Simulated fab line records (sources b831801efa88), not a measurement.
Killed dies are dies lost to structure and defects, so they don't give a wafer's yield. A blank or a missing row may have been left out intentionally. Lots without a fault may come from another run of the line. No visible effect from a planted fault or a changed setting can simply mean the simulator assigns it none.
Which tool is to blame?	flow gf180mcu	7 lots, 21 wafers sampled, at 1 step of a route of 602

== WHAT THE GAUGES SHOWED, per wafer ==
GF_VT_IMPLANT_OVL_MEAS_18.
lot	measured	on	VT_IMPLANT_01_OVL (nm)
L498	day 7 06:29	overlay-01	-0.9 -1.4 1.2
L502	day 8 04:20	overlay-01	-1.2 -0.4 -2.5
L504	day 8 13:26	overlay-01	0.7 0.7 2.1
L507	day 9 09:11	overlay-01	0.6 0.6 -1.2
L509	day 9 17:14	overlay-01	-0.6 -1.5 -0.9
L512	day 10 12:32	overlay-02	-0.4 0.1 -0.5
L519	day 12 09:53	overlay-01	1.8 0.0 0.2

== WHICH TOOL RAN EACH LOT (tool, then ch and the chambers of the sampled wafers, then the start) ==
The record shows no process step preceding these readings.

== THE ANSWER, worked out from the rows above alone ==
Rule: the usual values come from the lots themselves. The widest of any qualifying gaps counts: lots, ordered by their means at a reading, are off when they make up no more than a third of the lots, leave a main group of 4 or more, and stand apart from it by 3 or more times the standard deviation of that group's means. A main group whose means are all the same, to the digits that the tables above print for the reading, isn't used. A lot without any number at a reading at which 4 lots or more have one is off too. Any other lot the step has rows for is counted as sound.
None of the lots is off at any reading shown; this tells nothing.

== WHAT THE SIMULATOR HAD INSERTED ==
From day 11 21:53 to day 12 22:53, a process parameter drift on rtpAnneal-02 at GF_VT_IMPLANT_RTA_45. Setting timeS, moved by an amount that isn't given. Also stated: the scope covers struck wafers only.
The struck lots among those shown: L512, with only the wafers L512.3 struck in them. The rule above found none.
